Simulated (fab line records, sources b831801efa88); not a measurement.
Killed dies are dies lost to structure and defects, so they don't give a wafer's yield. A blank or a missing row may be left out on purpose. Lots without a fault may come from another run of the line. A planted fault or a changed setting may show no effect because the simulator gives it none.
fab line records | flow gf180mcu | part 1 of 2: steps 1 to 42 of 43
record lots=6 wafers=18 last_day=36
route steps=602 shown HV_LDD@232 NSD@235 PSD@248 SAB@264 PASSIVATION@602
lots that met no fault: from a run of the same line without faults
start_h: hours from the record's first day to the start of the lot's first wafer shown | wait_h: hours since the lot's step before | " the same as in the row above | L1.1+2: a row that stands for several wafers | - no value, or no start given | * or withheld: withheld | < > ~ a bound
route shown NAME@n: a module of which the file shows steps, and the number in the route of the first | usual: mean/standard deviation of fault-free wafers | same: alike in all rows | chamber/n: place in a boat | sites: the reading at each site | _std_site: their standard deviation | _edge_site: outer sites' mean less inner sites' | radius_mm: how far each site lies from the wafer's centre | mask NAME#n: copy n | behind: the tool/chamber that last shaped the wafer | hold: why the lot was held/for how many hours/how that ended | device: the transistor (n, p or np) that didn't switch | end of line: the same wafers' tests at the end of the route | a step without rows: its recipe alone | killed: dies lost to structure and defects at the first sort, not the wafer's yield | map: a wafer's dies, x killed, . not, _ none there
set.NAME: the setting as run; set.NAME@STEP: as run at that earlier step | model.NAME: the simulator's own value behind a step, which no gauge read
lots at some steps of the route; a table a step, a row a wafer
services: from which hour (start_h, from the record's first day; less than 0 if before it) a tool's chamber was out of use, for how many hours, and why
## steps
# step GF_HV_LDD_CVD_56
# recipe material=Si3N4 precursor=DCS/NH3 target_thk_nm=90 temp_c=770 time_s=1543 pressure_mtorr=250
# step GF_HV_LDD_THK_MEAS_57
# recipe reads=Si3N4_of_HV_LDD_CVD_56
# usual HV_LDD_CVD_56_THK=89.7/0.89
# columns lot.wafer tool chamber start_h wait_h HV_LDD_CVD_56_THK[nm]
L889.2 film_metro-04 - 337.80 0.0 89.7
L889.4 " - " " 90.3
L889.6 " - " " 89.2
L895.3 film_metro-04 - 385.91 0.0 90.2
L895.4 " - " " 90.7
L895.5 " - " " 89.8
L897.2 film_metro-04 - 401.84 0.0 89.5
L897.4 " - " " 90.4
L897.5 " - " " 90.2
L902.1 film_metro-02 - 439.33 0.0 90.0
L902.2 " - " " 89.8
L902.4 " - " " 89.8
L904.1 film_metro-04 - 454.43 0.0 89.8
L904.2 " - " " 89.8
L904.3 " - " " 90.7
L908.2 film_metro-04 - 486.54 0.0 89.0
L908.3 " - " " 88.5
L908.5 " - " " 88.5
# step GF_HV_LDD_ETCHBACK_58
# recipe chemistry=CH3F/O2 target=Si3N4 stop_on=SiO2 source_w=400 bias_w=80 pressure_mtorr=25 ch3f_flow_sccm=40 O2_flow_sccm=30 time_s=100 target_depth_a=900
# usual O2_flow_sccm=29.99/0.078 drypump_motor_current_A=5.8/0.46 oes_product_au=0.841/0.0066 throttle_valve_pct=10.562/0.01
# columns lot.wafer tool chamber start_h wait_h O2_flow_sccm drypump_motor_current_A oes_product_au rf_hours_counter_h throttle_valve_pct
L889.2 rie_diel-01 3 337.85 0.0 29.97 5.0 0.837 4 10.587
L889.4 " 3 " " 30.00 5.0 0.839 - 10.560
L889.6 " 0 " " 29.93 6.2 0.842 - 10.557
L895.3 rie_diel-03 0 385.95 0.0 30.07 5.8 0.845 4 10.549
L895.4 " 3 " " 30.10 5.6 0.849 103 10.582
L895.5 " 2 " " 30.04 6.5 0.845 - 10.555
L897.2 rie_diel-04 3 401.89 0.0 30.10 5.8 0.837 109 10.564
L897.4 " 0 " " 30.07 5.0 0.845 43 10.550
L897.5 " 3 " " 30.05 5.8 0.846 - 10.545
L902.1 rie_diel-01 3 439.39 0.1 29.99 5.0 0.843 7 10.550
L902.2 " 0 " " 29.95 6.2 0.848 69 10.554
L902.4 " 1 " " 29.94 6.1 0.841 3 10.563
L904.1 rie_diel-01 3 454.49 0.1 29.96 5.0 0.848 7 10.565
L904.2 " 1 " " 30.00 6.1 0.842 4 10.564
L904.3 " 2 " " 29.85 6.2 0.855 18 10.574
L908.2 rie_diel-04 2 486.59 0.0 30.08 5.5 0.833 19 10.554
L908.3 " 3 " " 29.99 5.8 0.837 1 10.567
L908.5 " 2 " " 30.00 5.5 0.835 - 10.566
# step GF_NSD_DEHYDRATE_00
# recipe temp_c=200 time_s=60
# step GF_NSD_HMDS_01
# recipe prime_time_s=60 prime_temp_c=120
# step GF_NSD_COAT_02
# recipe resist=NOVOLAK spin_rpm=3036 resist_thk_nm=1000
# step GF_NSD_SOFTBAKE_03
# recipe temp_c=90 time_s=60 resist=NOVOLAK
# step GF_NSD_EXPOSE_04
# recipe mask_id=Nplus target_cd_nm=400 na=0.6 source_shape=conventional sigma_outer=0.6 dose_mj=140
# step GF_NSD_PEB_05
# recipe temp_c=withheld time_s=* resist=NOVOLAK
# step GF_NSD_DEVELOP_06
# recipe develop_time_s=60 dev_temp_c=23
# step GF_NSD_CD_MEAS_07
# recipe target_cd_nm=400
# usual cd_nm=399.9/1.9
# columns lot.wafer tool chamber start_h wait_h cd_nm
L889.2 cd_sem-01 - 361.68 0.1 399.1
L889.4 " - " " 399.8
L889.6 " - " " 402.3
L895.3 cd_sem-01 - 410.01 0.1 403.2
L895.4 " - " " 402.5
L895.5 " - " " 401.1
L897.2 cd_sem-02 - 425.89 0.1 400.4
L897.4 " - " " 401.2
L897.5 " - " " 400.8
L902.1 cd_sem-02 - 464.66 0.1 402.9
L902.2 " - " " 403.8
L902.4 " - " " 401.5
L904.1 cd_sem-01 - 479.19 0.1 403.4
L904.2 " - " " 402.1
L904.3 " - " " 401.4
L908.2 cd_sem-02 - 511.64 0.1 397.9
L908.3 " - " " 397.1
L908.5 " - " " 399.5
# step GF_NSD_OVL_MEAS_08
# usual NSD_OVL=-1.8/1.2
# columns lot.wafer tool chamber start_h wait_h NSD_OVL[nm]
L889.2 overlay-01 - 361.79 0.1 -2.4
L889.4 " - " " -0.5
L889.6 " - " " -1.4
L895.3 overlay-01 - 410.10 0.1 -1.5
L895.4 " - " " -2.4
L895.5 " - " " -1.4
L897.2 overlay-02 - 425.99 0.1 -1.4
L897.4 " - " " -1.9
L897.5 " - " " -1.0
L902.1 overlay-02 - 464.78 0.1 -3.2
L902.2 " - " " -1.1
L902.4 " - " " -3.3
L904.1 overlay-01 - 479.31 0.1 -1.8
L904.2 " - " " -1.7
L904.3 " - " " -2.0
L908.2 overlay-02 - 511.74 0.1 -0.3
L908.3 " - " " -1.3
L908.5 " - " " -0.6
# step GF_NSD_IMPLANT_09
# recipe species=As energy_kev=60.64 dose_cm2=4e+15 tilt_deg=7
# usual beam_energy_keV=60.634/0.018 beam_on_s=18.7/1.7 faraday_current_uA=11797/960 tilt_deg=6.997/0.02
# columns lot.wafer tool chamber start_h wait_h beam_energy_keV beam_on_s faraday_current_uA tilt_deg
L889.2 implanter-02 0 361.84 0.0 60.617 18.5 11844 6.984
L889.4 " 0 " " 60.631 17.4 12536 7.017
L889.6 " 0 " " 60.613 18.2 12013 7.007
L895.3 implanter-02 0 410.17 0.1 60.643 17.7 12384 7.010
L895.4 " 0 " " 60.624 18.1 12137 7.000
L895.5 " 0 " " 60.680 18.2 12020 6.992
L897.2 implanter-02 0 426.05 0.0 60.628 18.7 11687 6.981
L897.4 " 0 " " 60.587 18.2 12027 7.018
L897.5 " 0 " " 60.624 18.1 12073 7.021
L902.1 implanter-03 0 464.82 0.0 60.621 21.6 10161 6.982
L902.2 " 0 " " 60.632 21.1 10414 6.962
L902.4 " 0 " " 60.654 21.6 10188 7.004
L904.1 implanter-03 0 479.34 0.0 60.654 22.1 9993 6.996
L904.2 " 0 " " 60.646 21.4 10279 7.008
L904.3 " 0 " " 60.634 20.9 10530 6.998
L908.2 implanter-04 0 511.80 0.0 60.599 17.3 12641 7.001
L908.3 " 0 " " 60.611 17.5 12472 6.978
L908.5 " 0 " " 60.617 16.8 13014 6.996
# step GF_NSD_IMPLANT_10
# recipe species=P energy_kev=40 dose_cm2=5e+14 tilt_deg=7
# step GF_NSD_STRIP_11
# recipe chemistry=O2/N2 power_w=1400 pressure_mtorr=1500 platen_temp_c=250 o2_flow_sccm=3000 n2_flow_sccm=300 overash_fraction=0.5
# usual drypump_motor_current_A=5.8/0.47 heater_power_w=316/32 oes_product_au=0.485/0.0044 strip_time_to_endpoint_s=23.00/0.035
# columns lot.wafer tool chamber start_h wait_h drypump_motor_current_A heater_power_w oes_product_au rf_hours_counter_h strip_time_to_endpoint_s
L889.2 plasma_asher-03 1 362.12 0.1 6.6 298 0.487 73 22.97
L889.4 " 1 " " 6.6 293 0.488 - 22.96
L889.6 " 0 " " 5.8 305 0.487 - 22.97
L895.3 plasma_asher-03 0 410.46 0.1 5.8 301 0.485 - 22.98
L895.4 " 1 " " 6.6 291 0.482 - 22.99
L895.5 " 1 " " 6.6 292 0.485 - 22.98
L897.2 plasma_asher-01 0 426.32 0.1 5.0 326 0.477 31 23.07
L897.4 " 1 " " 5.7 278 0.491 - 23.02
L897.5 " 1 " " 5.7 283 0.492 - 23.05
L902.1 plasma_asher-04 0 465.12 0.1 5.6 384 0.489 84 23.02
L902.2 " 1 " " 5.7 305 0.486 84 23.05
L902.4 " 0 " " 5.7 377 0.483 - 22.99
L904.1 plasma_asher-03 1 479.64 0.1 6.6 291 0.485 6 22.99
L904.2 " 0 " " 5.8 300 0.483 6 23.03
L904.3 " 0 " " 5.8 303 0.492 - 23.00
L908.2 plasma_asher-03 0 512.07 0.1 5.8 300 0.477 9 23.02
L908.3 " 1 " " 6.6 290 0.488 - 23.07
L908.5 " 0 " " 5.8 293 0.494 - 23.03
# step GF_NSD_TW_MEAS_12
# usual NSD_TW=4244/24
# columns lot.wafer tool chamber start_h wait_h NSD_TW
L889.2 film_metro-04 - 362.23 0.1 4230
L889.4 " - " " 4269
L889.6 " - " " 4277
L895.3 film_metro-01 - 410.54 0.1 4226
L895.4 " - " " 4245
L895.5 " - " " 4235
L897.2 film_metro-01 - 426.43 0.1 4221
L897.4 " - " " 4245
L897.5 " - " " 4235
L902.1 film_metro-03 - 465.22 0.1 4264
L902.2 " - " " 4251
L902.4 " - " " 4274
L904.1 film_metro-01 - 479.74 0.1 4213
L904.2 " - " " 4225
L904.3 " - " " 4234
L908.2 film_metro-04 - 512.18 0.1 4257
L908.3 " - " " 4293
L908.5 " - " " 4264
# step GF_PSD_DEHYDRATE_00
# recipe temp_c=200 time_s=60
# step GF_PSD_HMDS_01
# recipe prime_time_s=60 prime_temp_c=120
# step GF_PSD_COAT_02
# recipe resist=NOVOLAK spin_rpm=3000 resist_thk_nm=1000
# step GF_PSD_SOFTBAKE_03
# recipe temp_c=90 time_s=60 resist=NOVOLAK
# step GF_PSD_EXPOSE_04
# recipe mask_id=Pplus target_cd_nm=400 na=0.6 source_shape=conventional sigma_outer=0.6 dose_mj=140
# step GF_PSD_PEB_05
# recipe temp_c=withheld time_s=* resist=NOVOLAK
# step GF_PSD_DEVELOP_06
# recipe develop_time_s=60 dev_temp_c=23
# step GF_PSD_CD_MEAS_07
# recipe target_cd_nm=400
# usual cd_nm=399.9/2.2
# columns lot.wafer tool chamber start_h wait_h cd_nm
L889.2 cd_sem-02 - 385.44 0.1 398.9
L889.4 " - " " 400.6
L889.6 " - " " 401.0
L895.3 cd_sem-01 - 434.33 0.1 398.5
L895.4 " - " " 398.6
L895.5 " - " " 398.0
L897.2 cd_sem-01 - 450.94 0.1 400.8
L897.4 " - " " 399.2
L897.5 " - " " 402.0
L902.1 cd_sem-02 - 490.09 0.1 400.0
L902.2 " - " " 398.7
L902.4 " - " " 399.0
L904.1 cd_sem-02 - 504.92 0.1 404.6
L904.2 " - " " 402.8
L904.3 " - " " 404.4
L908.2 cd_sem-02 - 536.23 0.1 397.9
L908.3 " - " " 396.5
L908.5 " - " " 398.5
# step GF_PSD_OVL_MEAS_08
# usual PSD_OVL=0.2/1.4
# columns lot.wafer tool chamber start_h wait_h PSD_OVL[nm]
L889.2 overlay-01 - 385.54 0.1 -0.2
L889.4 " - " " -2.3
L889.6 " - " " -1.8
L895.3 overlay-02 - 434.42 0.1 -0.5
L895.4 " - " " 0.5
L895.5 " - " " -1.3
L897.2 overlay-02 - 451.04 0.1 0.0
L897.4 " - " " 1.0
L897.5 " - " " -2.1
L902.1 overlay-01 - 490.21 0.1 1.0
L902.2 " - " " 1.2
L902.4 " - " " 1.7
L904.1 overlay-01 - 505.04 0.1 0.2
L904.2 " - " " -1.5
L904.3 " - " " 0.2
L908.2 overlay-02 - 536.34 0.1 0.7
L908.3 " - " " 3.0
L908.5 " - " " 2.0
# step GF_PSD_IMPLANT_09
# recipe species=BF2 energy_kev=40 dose_cm2=1.5e+15 tilt_deg=7
# step GF_PSD_STRIP_10
# recipe chemistry=O2/N2 power_w=1400 pressure_mtorr=1500 platen_temp_c=250 o2_flow_sccm=3000 n2_flow_sccm=300 overash_fraction=0.5
# usual drypump_motor_current_A=5.9/0.42 heater_power_w=330/42 oes_product_au=0.592/0.0045 strip_time_to_endpoint_s=16.54/0.043
# columns lot.wafer tool chamber start_h wait_h drypump_motor_current_A heater_power_w oes_product_au rf_hours_counter_h strip_time_to_endpoint_s
L889.2 plasma_asher-02 0 385.72 0.1 5.9 306 0.589 51 16.58
L889.4 " 0 " " 5.9 309 0.598 - 16.55
L889.6 " 0 " " 5.9 305 0.595 - 16.61
L895.3 plasma_asher-02 0 434.63 0.1 6.0 310 0.588 - 16.50
L895.4 " 1 " " 6.2 382 0.592 - 16.55
L895.5 " 0 " " 6.0 300 0.587 - 16.53
L897.2 plasma_asher-02 0 451.22 0.1 5.9 304 0.591 58 16.59
L897.4 " 1 " " 6.2 396 0.596 - 16.58
L897.5 " 1 " " 6.2 395 0.593 - 16.54
L902.1 plasma_asher-02 0 490.39 0.1 5.9 301 0.595 61 16.54
L902.2 " 1 " " 6.3 398 0.594 61 16.53
L902.4 " 0 " " 5.9 296 0.588 - 16.51
L904.1 plasma_asher-02 0 505.22 0.1 5.9 312 0.591 63 16.57
L904.2 " 1 " " 6.2 384 0.595 63 16.58
L904.3 " 0 " " 5.9 290 0.589 - 16.51
L908.2 plasma_asher-03 1 536.52 0.1 6.6 300 0.589 12 16.58
L908.3 " 1 " " 6.6 293 0.602 - 16.56
L908.5 " 0 " " 5.8 308 0.589 - 16.59
# step GF_PSD_TW_MEAS_11
# usual PSD_TW=3169/23
# columns lot.wafer tool chamber start_h wait_h PSD_TW
L889.2 film_metro-04 - 385.83 0.1 3159
L889.4 " - " " 3160
L889.6 " - " " 3147
L895.3 film_metro-04 - 434.72 0.1 3175
L895.4 " - " " 3177
L895.5 " - " " 3174
L897.2 film_metro-04 - 451.33 0.1 3157
L897.4 " - " " 3170
L897.5 " - " " 3149
L902.1 film_metro-03 - 490.49 0.1 3200
L902.2 " - " " 3206
L902.4 " - " " 3191
L904.1 film_metro-04 - 505.32 0.1 3162
L904.2 " - " " 3163
L904.3 " - " " 3163
L908.2 film_metro-04 - 536.63 0.1 3183
L908.3 " - " " 3181
L908.5 " - " " 3183
# step GF_PSD_CLEAN_12
# recipe chemistry=SC1/SC2 mix=1:4:20 temp_c=70 time_s=150 dry=n2_spin
# step GF_PSD_RTA_13
# recipe temp_c=1025 time_s=20 ambient=N2
# usual anneal_temp_c_max=1030.5/1.2 lamp_power_pct=36.1/2.9 wafer_temp_C_max=1029.9/1.1
# columns lot.wafer tool chamber start_h wait_h anneal_temp_c_max lamp_power_pct wafer_temp_C_max
L889.2 rtp_anneal-01 0 385.95 0.0 1030.0 33.2 1029.0
L889.4 " 0 " " 1031.4 33.3 1028.5
L889.6 " 0 " " 1029.7 33.2 1030.0
L895.3 rtp_anneal-02 0 434.84 0.0 1029.0 39.0 1028.7
L895.4 " 0 " " 1028.8 39.0 1028.7
L895.5 " 0 " " 1031.4 39.0 1029.2
L897.2 rtp_anneal-02 0 451.45 0.0 1028.6 39.1 1027.4
L897.4 " 0 " " 1030.1 39.0 1029.2
L897.5 " 0 " " 1028.6 39.1 1028.4
L902.1 rtp_anneal-02 0 490.61 0.0 1030.6 39.0 1027.7
L902.2 " 0 " " 1028.8 38.9 1029.0
L902.4 " 0 " " 1029.1 39.0 1028.1
L904.1 rtp_anneal-01 0 505.44 0.0 1030.3 33.2 1029.8
L904.2 " 0 " " 1032.1 33.2 1029.7
L904.3 " 0 " " 1031.2 33.2 1031.7
L908.2 rtp_anneal-02 0 536.75 0.0 1029.5 39.0 1029.0
L908.3 " 0 " " 1029.6 39.0 1029.0
L908.5 " 0 " " 1030.2 39.1 1028.4
# step GF_PSD_RS_MEAS_14
# recipe thk_meas_gauge=four-point-probe
# usual NSD_RS=45.94/0.074
# columns lot.wafer tool chamber start_h wait_h NSD_RS[ohm/sq]
L889.2 film_metro-04 - 386.04 0.1 46.04
L889.4 " - " " 46.03
L889.6 " - " " 46.05
L895.3 film_metro-04 - 434.93 0.1 45.95
L895.4 " - " " 45.98
L895.5 " - " " 45.95
L897.2 film_metro-01 - 451.54 0.1 46.00
L897.4 " - " " 45.95
L897.5 " - " " 46.03
L902.1 film_metro-01 - 490.69 0.1 45.96
L902.2 " - " " 45.94
L902.4 " - " " 45.79
L904.1 film_metro-03 - 505.52 0.1 45.95
L904.2 " - " " 45.94
L904.3 " - " " 45.99
L908.2 film_metro-04 - 536.84 0.1 45.93
L908.3 " - " " 45.94
L908.5 " - " " 45.90
# step GF_PSD_RS_MEAS_15
# recipe thk_meas_gauge=four-point-probe
# usual PSD_RS=108.54/0.25
# columns lot.wafer tool chamber start_h wait_h PSD_RS[ohm/sq]
L889.2 film_metro-04 - 386.16 0.1 108.58
L889.4 " - " " 108.94
L889.6 " - " " 108.99
L895.3 film_metro-04 - 435.05 0.1 108.19
L895.4 " - " " 108.33
L895.5 " - " " 108.39
L897.2 film_metro-01 - 451.66 0.1 109.09
L897.4 " - " " 108.63
L897.5 " - " " 108.80
L902.1 film_metro-01 - 490.81 0.1 108.45
L902.2 " - " " 108.70
L902.4 " - " " 108.35
L904.1 film_metro-03 - 505.64 0.1 108.51
L904.2 " - " " 108.92
L904.3 " - " " 108.68
L908.2 film_metro-04 - 536.96 0.1 108.57
L908.3 " - " " 108.52
L908.5 " - " " 108.26
# step GF_SAB_CVD_00
# recipe material=SiO2 target_thk_nm=50 precursor=TEOS temp_c=400 time_s=4.9302 rf_w=600
# usual heater_power_w=655/66
# columns lot.wafer tool chamber start_h wait_h heater_power_w
L889.2 pecvd-04 1 386.26 0.1 737
L889.4 " 0 " " 700
L889.6 " 2 " " 681
L895.3 pecvd-02 2 435.13 0.1 677
L895.4 " 0 " " 718
L895.5 " 1 " " 630
L897.2 pecvd-03 2 451.76 0.1 597
L897.4 " 1 " " 697
L897.5 " 0 " " 639
L902.1 pecvd-03 0 490.93 0.1 618
L902.2 " 1 " " 694
L902.4 " 2 " " 591
L904.1 pecvd-03 0 505.76 0.1 654
L904.2 " 1 " " 704
L904.3 " 2 " " 519
L908.2 pecvd-03 2 537.06 0.1 597
L908.3 " 1 " " 654
L908.5 " 0 " " 700
# step GF_SAB_THK_MEAS_01
# recipe reads=SiO2_of_SAB_CVD_00
# usual SAB_CVD_00_THK=50.2/0.72
# columns lot.wafer tool chamber start_h wait_h SAB_CVD_00_THK[nm]
L889.2 film_metro-03 - 386.29 0.0 50.0
L889.4 " - " " 50.4
L889.6 " - " " 50.6
L895.3 film_metro-03 - 435.17 0.0 50.0
L895.4 " - " " 49.2
L895.5 " - " " 49.9
L897.2 film_metro-01 - 451.79 0.0 49.9
L897.4 " - " " 49.8
L897.5 " - " " 50.4
L902.1 film_metro-03 - 490.95 0.0 50.4
L902.2 " - " " 49.3
L902.4 " - " " 51.4
L904.1 film_metro-02 - 505.78 0.0 49.6
L904.2 " - " " 49.0
L904.3 " - " " 50.5
L908.2 film_metro-01 - 537.09 0.0 50.7
L908.3 " - " " 49.2
L908.5 " - " " 50.3
# step GF_SAB_DEHYDRATE_02
# recipe temp_c=200 time_s=60
# step GF_SAB_HMDS_03
# recipe prime_time_s=60 prime_temp_c=120
# step GF_SAB_COAT_04
# recipe resist=NOVOLAK spin_rpm=3000 resist_thk_nm=1000
# step GF_SAB_SOFTBAKE_05
# recipe temp_c=90 time_s=60 resist=NOVOLAK
# step GF_SAB_EXPOSE_06
# recipe mask_id=SAB target_cd_nm=420 na=0.6 source_shape=conventional sigma_outer=0.6 dose_mj=140
# step GF_SAB_PEB_07
# recipe temp_c=withheld time_s=* resist=NOVOLAK
# step GF_SAB_DEVELOP_08
# recipe develop_time_s=60 dev_temp_c=23
# step GF_SAB_CD_MEAS_09
# recipe target_cd_nm=420
# usual cd_nm=420.3/2.3
# columns lot.wafer tool chamber start_h wait_h cd_nm
L889.2 cd_sem-01 - 410.69 0.1 420.7
L889.4 " - " " 419.5
L889.6 " - " " 417.8
L895.3 cd_sem-02 - 460.38 0.1 421.9
L895.4 " - " " 425.0
L895.5 " - " " 422.6
L897.2 cd_sem-02 - 476.61 0.1 424.4
L897.4 " - " " 423.5
L897.5 " - " " 422.0
L902.1 cd_sem-02 - 515.42 0.1 421.0
L902.2 " - " " 421.3
L902.4 " - " " 419.0
L904.1 cd_sem-02 - 529.74 0.1 422.2
L904.2 " - " " 423.7
L904.3 " - " " 422.5
L908.2 cd_sem-01 - 560.88 0.1 419.5
L908.3 " - " " 417.4
L908.5 " - " " 416.0
